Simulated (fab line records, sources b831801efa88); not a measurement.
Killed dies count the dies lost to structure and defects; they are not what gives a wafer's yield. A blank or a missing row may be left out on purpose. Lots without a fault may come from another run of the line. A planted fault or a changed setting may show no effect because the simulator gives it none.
fab line records	flow gf180mcu	part 1 of 2: steps 1 to 34 of 46
record: lots: 5	wafers: 15	lastDay: 34
route steps=602 shown NWELL@45 LVPWELL@54 MVSD@66 MVPSD@78 VT_IMPLANT@90
lots with no fault: from the same line, run without faults
startH: start of the lot's first displayed wafer, in hours after the record's first day	waitH: time in hours since the lot's previous step	" same as the row above	L1.1+2: several wafers, shown together as one row	- no value, or no start was given	* or withheld: withheld	< > ~ a bound
route shown NAME@n: a module of which the file shows steps, and the number in the route of the first	usual: mean/standard deviation of fault-free wafers	same: alike in all rows	chamber/n: place in a boat	sites: per-site readings	_std_site: how widely they spread, as a standard deviation	_edge_site: the outer-site mean with the inner-site mean subtracted	radiusMm: how far each site lies from the wafer's centre	mask NAME#n: copy n	behind: tool/chamber where the wafer was last shaped	hold: why the lot went on hold/how many hours it stayed there/how the hold came to an end	device: whichever transistor did not switch (one of n, p or np)	end of line: tests run on the same wafers once the route is complete	where a step has no rows: the recipe by itself	killed: dies that structure and defects cost at the first sort, which is not the same as the wafer's yield	map: the dies of a wafer, with x for killed, . for not killed, _ for no die there
set.NAME: setting as actually run; set.NAME@STEP: the setting as run at that earlier step	model.NAME: the simulator's own value behind a step, which no gauge read
a table for each step, a row for each wafer; lots at some steps of the route
services: the hour from which a tool's chamber was out of use, counted from the record's first day as startH (under 0 if before that day), plus the number of hours and why
== steps ==
step: GF_NWELL_SOFTBAKE_03
recipe: tempC: 110	timeS: withheld
lot.wafer	tool	chamber	startH	waitH
L075.4+5+6	lithoTrack-01	0	54.27	0.1
L076.2+3+4	lithoTrack-01	0	58.30	0.1
L087.3+5+6	lithoTrack-01	0	118.38	0.1
L094.3+5+6	lithoTrack-02	0	156.67	0.1
L096.1+2+6	lithoTrack-02	0	168.05	0.1
step: GF_NWELL_EXPOSE_04
recipe: maskId: Nwell	targetCdNm: 860	na: 0.6	sourceShape: conventional	sigmaOuter: 0.6	doseMj: 260
usual: reticleTempC: 23.01/0.099	stageVelMmS: 500.04/0.23
same: na: 0.6
lot.wafer	tool	chamber	startH	waitH	mask	reticleTempC	stageVelMmS
L075.4	ilineStepper-02	0	-	-	Nwell#0	22.93	500.10
L075.5	"	0	"	"	Nwell#0	23.01	500.74
L075.6	"	0	"	"	Nwell#0	22.81	500.27
L076.2	ilineStepper-02	0	-	-	Nwell#0	22.93	500.10
L076.3	"	0	"	"	Nwell#0	22.97	499.95
L076.4	"	0	"	"	Nwell#0	22.99	499.66
L087.3	ilineStepper-02	0	-	-	Nwell#0	23.09	499.87
L087.5	"	0	"	"	Nwell#0	22.96	499.71
L087.6	"	0	"	"	Nwell#0	22.87	499.83
L094.3	ilineStepper-02	0	-	-	Nwell#0	23.04	500.30
L094.5	"	0	"	"	Nwell#0	22.98	500.12
L094.6	"	0	"	"	Nwell#0	22.95	500.03
L096.1	ilineStepper-01	0	-	-	Nwell#0	23.20	500.37
L096.2	"	0	"	"	Nwell#0	23.11	500.16
L096.6	"	0	"	"	Nwell#0	23.08	500.56
step: GF_NWELL_PEB_05
recipe: tempC: 115	timeS: withheld
lot.wafer	tool	chamber	startH	waitH
L075.4+5+6	lithoTrack-01	0	-	-
L076.2+3+4	lithoTrack-04	0	-	-
L087.3+5+6	lithoTrack-02	0	-	-
L094.3+5+6	lithoTrack-02	0	-	-
L096.1+2+6	lithoTrack-02	0	-	-
step: GF_NWELL_DEVELOP_06
recipe: wallAngleDeg: 90	developTimeS: 60	devTempC: 23
same: developTimeS: 60
lot.wafer	tool	chamber	startH	waitH
L075.4+5+6	lithoTrack-01	0	-	-
L076.2+3+4	lithoTrack-04	0	-	-
L087.3+5+6	lithoTrack-02	0	-	-
L094.3+5+6	lithoTrack-02	0	-	-
L096.1+2+6	lithoTrack-02	0	-	-
step: GF_NWELL_OVL_MEAS_07
usual: NWELL_OVL: -0.7/1.1
lot.wafer	tool	chamber	startH	waitH	NWELL_OVL[nm]
L075.4	overlay-02	-	61.09	-	-0.2
L075.5	"	-	"	"	-1.8
L075.6	"	-	"	"	-1.9
L076.2	overlay-02	-	64.99	-	-0.5
L076.3	"	-	"	"	-1.4
L076.4	"	-	"	"	-1.8
L087.3	overlay-01	-	126.02	-	0.5
L087.5	"	-	"	"	0.6
L087.6	"	-	"	"	-1.3
L094.3	overlay-01	-	164.72	-	0.3
L094.5	"	-	"	"	-0.9
L094.6	"	-	"	"	-3.3
L096.1	overlay-01	-	176.35	-	-0.5
L096.2	"	-	"	"	-1.0
L096.6	"	-	"	"	-0.8
step: GF_NWELL_IMPLANT_08
recipe: species: P	energyKev: 450	doseCm2: 1.5e+13	tiltDeg: 0
lot.wafer	tool	chamber	startH	waitH
L075.4+5+6	implanter-02	0	61.18	0.1
L076.2+3+4	implanter-01	0	65.04	0.0
L087.3+5+6	implanter-02	0	126.09	0.1
L094.3+5+6	implanter-01	0	164.79	0.1
L096.1+2+6	implanter-03	0	176.39	0.0
step: GF_NWELL_IMPLANT_09
recipe: species: P	energyKev: 160	doseCm2: 4e+12	tiltDeg: 0
lot.wafer	tool	chamber	startH	waitH
L075.4+5+6	implanter-02	0	61.33	0.1
L076.2+3+4	implanter-01	0	65.19	0.1
L087.3+5+6	implanter-02	0	126.24	0.1
L094.3+5+6	implanter-01	0	164.94	0.1
L096.1+2+6	implanter-03	0	176.54	0.1
step: GF_NWELL_STRIP_10
recipe: chemistry: O2/N2	powerW: 1400	pressureMtorr: 1500	platenTempC: 250	o2FlowSccm: 3000	n2FlowSccm: 300	overashFraction: 0.5
usual: drypumpMotorCurrentA: 5.5/0.47	heaterPowerW: 328/31	oesProductAu: 0.722/0.0043	stripTimeToEndpointS: 36.96/0.1
lot.wafer	tool	chamber	startH	waitH	drypumpMotorCurrentA	heaterPowerW	oesProductAu	rfHoursCounterH	stripTimeToEndpointS
L075.4	plasmaAsher-02	1	61.44	0.1	5.7	293	0.729	-	36.98
L075.5	"	0	"	"	5.2	380	0.721	-	37.05
L075.6	"	1	"	"	5.6	307	0.723	-	36.97
L076.2	plasmaAsher-02	1	65.32	0.1	5.7	296	0.720	44	36.98
L076.3	"	0	"	"	5.2	371	0.727	-	37.05
L076.4	"	1	"	"	5.7	297	0.716	-	37.12
L087.3	plasmaAsher-01	1	126.37	0.1	5.5	315	0.730	-	37.01
L087.5	"	1	"	"	5.5	314	0.731	-	37.06
L087.6	"	0	"	"	6.4	347	0.722	-	36.94
L094.3	plasmaAsher-01	0	165.07	0.1	6.5	344	0.710	-	36.86
L094.5	"	0	"	"	6.4	348	0.724	-	36.90
L094.6	"	1	"	"	5.5	321	0.717	-	36.90
L096.1	plasmaAsher-02	0	176.69	0.1	5.1	383	0.710	50	36.94
L096.2	"	1	"	"	5.6	303	0.724	50	37.00
L096.6	"	0	"	"	5.1	382	0.720	-	36.92
step: GF_NWELL_TW_MEAS_11
usual: NWELL_TW: 1580/17
lot.wafer	tool	chamber	startH	waitH	NWELL_TW
L075.4	filmMetro-03	-	61.53	0.1	1571
L075.5	"	-	"	"	1579
L075.6	"	-	"	"	1559
L076.2	filmMetro-04	-	65.43	0.1	1562
L076.3	"	-	"	"	1562
L076.4	"	-	"	"	1564
L087.3	filmMetro-02	-	126.46	0.1	1598
L087.5	"	-	"	"	1591
L087.6	"	-	"	"	1604
L094.3	filmMetro-03	-	165.16	0.1	1557
L094.5	"	-	"	"	1569
L094.6	"	-	"	"	1561
L096.1	filmMetro-02	-	176.79	0.1	1591
L096.2	"	-	"	"	1598
L096.6	"	-	"	"	1600
step: GF_LVPWELL_DEHYDRATE_00
recipe: tempC: 200	timeS: 60
lot.wafer	tool	chamber	startH	waitH
L075.4+5+6	lithoTrack-01	0	67.54	6.0
L076.2+3+4	lithoTrack-03	0	71.45	6.0
L087.3+5+6	lithoTrack-03	0	133.32	6.9
L094.3+5+6	lithoTrack-01	0	171.77	6.6
L096.1+2+6	lithoTrack-03	0	184.97	8.2
step: GF_LVPWELL_HMDS_01
recipe: primeTimeS: 60	primeTempC: 120
lot.wafer	tool	chamber	startH	waitH
L075.4+5+6	lithoTrack-01	0	67.69	0.1
L076.2+3+4	lithoTrack-03	0	71.60	0.1
L087.3+5+6	lithoTrack-03	0	133.47	0.1
L094.3+5+6	lithoTrack-01	0	171.92	0.1
L096.1+2+6	lithoTrack-03	0	185.12	0.1
step: GF_LVPWELL_COAT_02
recipe: spinRpm: 2000	resistThkNm: 3000
usual: dispensePressureKPa: 52/3.9
lot.wafer	tool	chamber	startH	waitH	dispensePressureKPa
L075.4	lithoTrack-01	0	67.84	0.1	53
L075.5	"	0	"	"	53
L075.6	"	0	"	"	53
L076.2	lithoTrack-03	0	71.75	0.1	48
L076.3	"	0	"	"	48
L076.4	"	0	"	"	48
L087.3	lithoTrack-03	0	133.62	0.1	48
L087.5	"	0	"	"	48
L087.6	"	0	"	"	48
L094.3	lithoTrack-01	0	172.07	0.1	53
L094.5	"	0	"	"	53
L094.6	"	0	"	"	53
L096.1	lithoTrack-03	0	185.27	0.1	48
L096.2	"	0	"	"	48
L096.6	"	0	"	"	48
step: GF_LVPWELL_SOFTBAKE_03
recipe: tempC: 110	timeS: withheld
lot.wafer	tool	chamber	startH	waitH
L075.4+5+6	lithoTrack-01	0	68.02	0.1
L076.2+3+4	lithoTrack-03	0	71.91	0.1
L087.3+5+6	lithoTrack-03	0	133.79	0.1
L094.3+5+6	lithoTrack-01	0	172.23	0.1
L096.1+2+6	lithoTrack-03	0	185.42	0.1
step: GF_LVPWELL_EXPOSE_04
recipe: maskId: LVPWELL	targetCdNm: 600	na: 0.6	sourceShape: conventional	sigmaOuter: 0.6	doseMj: 260
usual: reticleTempC: 23.01/0.096	stageVelMmS: 500.02/0.27
same: na: 0.6
lot.wafer	tool	chamber	startH	waitH	mask	reticleTempC	stageVelMmS
L075.4	ilineStepper-01	0	-	-	LVPWELL#0	23.08	499.91
L075.5	"	0	"	"	LVPWELL#0	23.02	499.85
L075.6	"	0	"	"	LVPWELL#0	23.10	499.88
L076.2	ilineStepper-02	0	-	-	LVPWELL#0	22.92	499.68
L076.3	"	0	"	"	LVPWELL#0	22.91	500.37
L076.4	"	0	"	"	LVPWELL#0	23.05	500.34
L087.3	ilineStepper-01	0	-	-	LVPWELL#0	22.96	499.77
L087.5	"	0	"	"	LVPWELL#0	22.84	500.08
L087.6	"	0	"	"	LVPWELL#0	23.02	500.30
L094.3	ilineStepper-01	0	-	-	LVPWELL#0	22.93	499.91
L094.5	"	0	"	"	LVPWELL#0	22.91	499.76
L094.6	"	0	"	"	LVPWELL#0	22.88	500.03
L096.1	ilineStepper-01	0	-	-	LVPWELL#0	23.23	500.36
L096.2	"	0	"	"	LVPWELL#0	23.11	499.97
L096.6	"	0	"	"	LVPWELL#0	23.16	499.88
step: GF_LVPWELL_PEB_05
recipe: tempC: 115	timeS: withheld
lot.wafer	tool	chamber	startH	waitH
L075.4+5+6	lithoTrack-01	0	-	-
L076.2+3+4	lithoTrack-02	0	-	-
L087.3+5+6	lithoTrack-03	0	-	-
L094.3+5+6	lithoTrack-02	0	-	-
L096.1+2+6	lithoTrack-01	0	-	-
step: GF_LVPWELL_DEVELOP_06
recipe: wallAngleDeg: 90	developTimeS: 60	devTempC: 23
same: developTimeS: 60
lot.wafer	tool	chamber	startH	waitH
L075.4+5+6	lithoTrack-01	0	-	-
L076.2+3+4	lithoTrack-02	0	-	-
L087.3+5+6	lithoTrack-03	0	-	-
L094.3+5+6	lithoTrack-02	0	-	-
L096.1+2+6	lithoTrack-01	0	-	-
step: GF_LVPWELL_OVL_MEAS_07
usual: LVPWELL_OVL: -0.5/1.7
lot.wafer	tool	chamber	startH	waitH	LVPWELL_OVL[nm]
L075.4	overlay-02	-	74.19	-	-0.3
L075.5	"	-	"	"	-1.9
L075.6	"	-	"	"	0.4
L076.2	overlay-02	-	79.01	-	-0.8
L076.3	"	-	"	"	1.3
L076.4	"	-	"	"	0.3
L087.3	overlay-02	-	141.69	-	-1.8
L087.5	"	-	"	"	-0.9
L087.6	"	-	"	"	-1.6
L094.3	overlay-01	-	180.87	-	2.2
L094.5	"	-	"	"	0.6
L094.6	"	-	"	"	1.0
L096.1	overlay-01	-	193.62	-	-4.3
L096.2	"	-	"	"	-2.2
L096.6	"	-	"	"	-1.9
step: GF_LVPWELL_IMPLANT_08
recipe: species: B	energyKev: 170	doseCm2: 1.5e+13	tiltDeg: 0
lot.wafer	tool	chamber	startH	waitH
L075.4+5+6	implanter-04	0	74.28	0.1
L076.2+3+4	implanter-01	0	79.07	0.0
L087.3+5+6	implanter-04	0	141.76	0.1
L094.3+5+6	implanter-04	0	180.94	0.1
L096.1+2+6	implanter-01	0	193.65	0.0
step: GF_LVPWELL_IMPLANT_09
recipe: species: B	energyKev: 58.67	doseCm2: 5e+12	tiltDeg: 0
lot.wafer	tool	chamber	startH	waitH
L075.4+5+6	implanter-04	0	74.43	0.1
L076.2+3+4	implanter-01	0	79.22	0.1
L087.3+5+6	implanter-04	0	141.91	0.1
L094.3+5+6	implanter-04	0	181.09	0.1
L096.1+2+6	implanter-01	0	193.80	0.1
step: GF_LVPWELL_STRIP_10
recipe: chemistry: O2/N2	powerW: 1400	pressureMtorr: 1500	platenTempC: 250	o2FlowSccm: 3000	n2FlowSccm: 300	overashFraction: 0.5
usual: drypumpMotorCurrentA: 6.0/0.49	heaterPowerW: 364/37	oesProductAu: 0.722/0.0042	stripTimeToEndpointS: 36.93/0.12
lot.wafer	tool	chamber	startH	waitH	drypumpMotorCurrentA	heaterPowerW	oesProductAu	rfHoursCounterH	stripTimeToEndpointS
L075.4	plasmaAsher-01	0	74.54	0.1	6.4	354	0.721	-	36.77
L075.5	"	1	"	"	5.5	314	0.722	-	36.77
L075.6	"	0	"	"	6.4	351	0.723	-	36.94
L076.2	plasmaAsher-01	0	79.34	0.1	6.4	365	0.718	29	36.96
L076.3	"	1	"	"	5.5	315	0.719	-	36.94
L076.4	"	0	"	"	6.4	351	0.719	-	36.97
L087.3	plasmaAsher-04	1	142.04	0.1	6.6	395	0.724	-	36.83
L087.5	"	1	"	"	6.6	393	0.721	-	36.92
L087.6	"	0	"	"	6.1	402	0.722	-	36.88
L094.3	plasmaAsher-02	0	181.22	0.1	5.1	384	0.723	-	36.97
L094.5	"	1	"	"	5.7	295	0.730	-	36.85
L094.6	"	0	"	"	5.1	391	0.721	-	36.94
L096.1	plasmaAsher-04	0	193.95	0.1	6.1	395	0.715	52	37.10
L096.2	"	1	"	"	6.6	399	0.717	52	37.02
L096.6	"	1	"	"	6.6	397	0.723	-	37.17
step: GF_LVPWELL_TW_MEAS_11
usual: LVPWELL_TW: 560/6.4
lot.wafer	tool	chamber	startH	waitH	LVPWELL_TW
L075.4	filmMetro-04	-	74.63	0.1	560
L075.5	"	-	"	"	560
L075.6	"	-	"	"	558
L076.2	filmMetro-03	-	79.45	0.1	557
L076.3	"	-	"	"	556
L076.4	"	-	"	"	557
L087.3	filmMetro-04	-	142.13	0.1	557
L087.5	"	-	"	"	559
L087.6	"	-	"	"	559
L094.3	filmMetro-03	-	181.31	0.1	555
L094.5	"	-	"	"	555
L094.6	"	-	"	"	553
L096.1	filmMetro-04	-	194.05	0.1	563
L096.2	"	-	"	"	559
L096.6	"	-	"	"	558
step: GF_MVSD_DEHYDRATE_00
recipe: tempC: 200	timeS: 60
lot.wafer	tool	chamber	startH	waitH
L075.4+5+6	lithoTrack-03	0	80.70	6.1
L076.2+3+4	lithoTrack-03	0	85.45	6.0
L087.3+5+6	lithoTrack-01	0	149.27	7.1
L094.3+5+6	lithoTrack-03	0	188.82	7.5
L096.1+2+6	lithoTrack-01	0	202.32	8.3
step: GF_MVSD_HMDS_01
recipe: primeTimeS: 60	primeTempC: 120
lot.wafer	tool	chamber	startH	waitH
L075.4+5+6	lithoTrack-03	0	80.85	0.1
L076.2+3+4	lithoTrack-03	0	85.60	0.1
L087.3+5+6	lithoTrack-01	0	149.42	0.1
L094.3+5+6	lithoTrack-03	0	188.97	0.1
L096.1+2+6	lithoTrack-01	0	202.47	0.1
step: GF_MVSD_COAT_02
recipe: spinRpm: 2000	resistThkNm: 3000
usual: dispensePressureKPa: 50.1/2.5
lot.wafer	tool	chamber	startH	waitH	dispensePressureKPa
L075.4	lithoTrack-03	0	81.00	0.1	48.2
L075.5	"	0	"	"	48.2
L075.6	"	0	"	"	48.2
L076.2	lithoTrack-03	0	85.75	0.1	48.2
L076.3	"	0	"	"	48.2
L076.4	"	0	"	"	48.2
L087.3	lithoTrack-01	0	149.57	0.1	53.1
L087.5	"	0	"	"	53.1
L087.6	"	0	"	"	53.0
L094.3	lithoTrack-03	0	189.12	0.1	48.2
L094.5	"	0	"	"	48.2
L094.6	"	0	"	"	48.1
L096.1	lithoTrack-01	0	202.62	0.1	53.1
L096.2	"	0	"	"	53.1
L096.6	"	0	"	"	53.1
step: GF_MVSD_SOFTBAKE_03
recipe: tempC: 110	timeS: withheld
lot.wafer	tool	chamber	startH	waitH
L075.4+5+6	lithoTrack-03	0	81.18	0.1
L076.2+3+4	lithoTrack-03	0	85.91	0.1
L087.3+5+6	lithoTrack-01	0	149.73	0.1
L094.3+5+6	lithoTrack-03	0	189.29	0.1
L096.1+2+6	lithoTrack-01	0	202.77	0.1
step: GF_MVSD_EXPOSE_04
recipe: maskId: MVSD	targetCdNm: 1000	na: 0.6	sourceShape: conventional	sigmaOuter: 0.6	doseMj: 260
usual: reticleTempC: 23.01/0.1	stageVelMmS: 500.02/0.25
same: na: 0.6
lot.wafer	tool	chamber	startH	waitH	mask	reticleTempC	stageVelMmS
L075.4	ilineStepper-01	0	-	-	MVSD#0	23.12	499.67
L075.5	"	0	"	"	MVSD#0	23.08	500.38
L075.6	"	0	"	"	MVSD#0	23.13	500.07
L076.2	ilineStepper-01	0	-	-	MVSD#0	23.05	500.20
L076.3	"	0	"	"	MVSD#0	23.07	500.06
L076.4	"	0	"	"	MVSD#0	22.89	499.65
L087.3	ilineStepper-02	0	-	-	MVSD#0	22.94	499.73
L087.5	"	0	"	"	MVSD#0	22.97	499.86
L087.6	"	0	"	"	MVSD#0	23.05	499.97
L094.3	ilineStepper-01	0	-	-	MVSD#0	23.03	499.96
L094.5	"	0	"	"	MVSD#0	23.00	500.27
L094.6	"	0	"	"	MVSD#0	23.10	499.88
L096.1	ilineStepper-02	0	-	-	MVSD#0	23.04	500.04
L096.2	"	0	"	"	MVSD#0	23.01	500.27
L096.6	"	0	"	"	MVSD#0	23.04	499.69
step: GF_MVSD_PEB_05
recipe: tempC: 115	timeS: withheld
lot.wafer	tool	chamber	startH	waitH
L075.4+5+6	lithoTrack-04	0	-	-
L076.2+3+4	lithoTrack-01	0	-	-
L087.3+5+6	lithoTrack-04	0	-	-
L094.3+5+6	lithoTrack-03	0	-	-
L096.1+2+6	lithoTrack-01	0	-	-
step: GF_MVSD_DEVELOP_06
recipe: wallAngleDeg: 90	developTimeS: 60	devTempC: 23
same: developTimeS: 60
lot.wafer	tool	chamber	startH	waitH
L075.4+5+6	lithoTrack-04	0	-	-
L076.2+3+4	lithoTrack-01	0	-	-
L087.3+5+6	lithoTrack-04	0	-	-
L094.3+5+6	lithoTrack-03	0	-	-
L096.1+2+6	lithoTrack-01	0	-	-
step: GF_MVSD_OVL_MEAS_07
usual: MVSD_OVL: 0.8/1.2
lot.wafer	tool	chamber	startH	waitH	MVSD_OVL[nm]
L075.4	overlay-02	-	87.80	-	1.7
L075.5	"	-	"	"	-1.3
L075.6	"	-	"	"	1.2
L076.2	overlay-01	-	93.07	-	0.5
L076.3	"	-	"	"	-0.2
L076.4	"	-	"	"	-1.8
L087.3	overlay-02	-	157.59	-	0.1
L087.5	"	-	"	"	1.4
L087.6	"	-	"	"	2.3
L094.3	overlay-02	-	198.09	-	1.6
L094.5	"	-	"	"	2.1
L094.6	"	-	"	"	0.6
L096.1	overlay-01	-	210.92	-	0.0
L096.2	"	-	"	"	1.9
L096.6	"	-	"	"	1.2
step: GF_MVSD_IMPLANT_08
recipe: species: P	energyKev: 400	doseCm2: 1.6e+13	tiltDeg: 0
lot.wafer	tool	chamber	startH	waitH
L075.4+5+6	implanter-04	0	87.89	0.1
L076.2+3+4	implanter-03	0	93.13	0.0
L087.3+5+6	implanter-02	0	157.66	0.1
L094.3+5+6	implanter-04	0	198.16	0.1
L096.1+2+6	implanter-02	0	210.95	0.0
step: GF_MVSD_IMPLANT_09
recipe: species: P	energyKev: 100	doseCm2: 5e+12	tiltDeg: 0
lot.wafer	tool	chamber	startH	waitH
L075.4+5+6	implanter-04	0	88.04	0.1
L076.2+3+4	implanter-03	0	93.28	0.1
L087.3+5+6	implanter-02	0	157.81	0.1
L094.3+5+6	implanter-04	0	198.31	0.1
L096.1+2+6	implanter-02	0	211.10	0.1
step: GF_MVSD_STRIP_10
recipe: chemistry: O2/N2	powerW: 1400	pressureMtorr: 1500	platenTempC: 250	o2FlowSccm: 3000	n2FlowSccm: 300	overashFraction: 0.5
usual: drypumpMotorCurrentA: 5.7/0.58	heaterPowerW: 331/35	oesProductAu: 0.722/0.0046	stripTimeToEndpointS: 36.96/0.1
lot.wafer	tool	chamber	startH	waitH	drypumpMotorCurrentA	heaterPowerW	oesProductAu	rfHoursCounterH	stripTimeToEndpointS
L075.4	plasmaAsher-03	0	88.15	0.1	5.6	320	0.723	-	36.84
L075.5	"	1	"	"	4.9	291	0.723	-	36.92
L075.6	"	0	"	"	5.6	325	0.716	-	36.79
L076.2	plasmaAsher-03	1	93.40	0.1	4.9	285	0.727	43	37.02
L076.3	"	1	"	"	4.9	289	0.725	-	37.07
L076.4	"	0	"	"	5.6	319	0.721	-	36.99
L087.3	plasmaAsher-01	1	157.95	0.1	5.4	317	0.724	-	37.12
L087.5	"	1	"	"	5.4	315	0.716	-	37.08
L087.6	"	0	"	"	6.4	351	0.724	-	37.18
L094.3	plasmaAsher-03	1	198.44	0.1	4.9	298	0.726	-	36.99
L094.5	"	0	"	"	5.6	313	0.726	-	36.87
L094.6	"	1	"	"	4.9	295	0.725	-	36.99
L096.1	plasmaAsher-03	0	211.25	0.1	5.6	319	0.719	12	36.91
L096.2	"	1	"	"	4.9	295	0.722	12	37.01
L096.6	"	0	"	"	5.6	327	0.722	-	37.05
step: GF_MVSD_TW_MEAS_11
usual: MVSD_TW: 1591/18
lot.wafer	tool	chamber	startH	waitH	MVSD_TW
L075.4	filmMetro-02	-	88.25	0.1	1615
L075.5	"	-	"	"	1615
L075.6	"	-	"	"	1610
L076.2	filmMetro-03	-	93.51	0.1	1578
L076.3	"	-	"	"	1567
L076.4	"	-	"	"	1582
L087.3	filmMetro-02	-	158.03	0.1	1617
L087.5	"	-	"	"	1614
L087.6	"	-	"	"	1611
L094.3	filmMetro-02	-	198.53	0.1	1613
L094.5	"	-	"	"	1601
L094.6	"	-	"	"	1604
L096.1	filmMetro-02	-	211.35	0.1	1610
L096.2	"	-	"	"	1605
L096.6	"	-	"	"	1615
step: GF_MVPSD_DEHYDRATE_00
recipe: tempC: 200	timeS: 60
lot.wafer	tool	chamber	startH	waitH
L075.4+5+6	lithoTrack-03	0	94.80	6.5
L076.2+3+4	lithoTrack-03	0	100.10	6.6
L087.3+5+6	lithoTrack-02	0	165.75	7.7
L094.3+5+6	lithoTrack-03	0	205.92	7.4
L096.1+2+6	lithoTrack-02	0	219.95	8.6
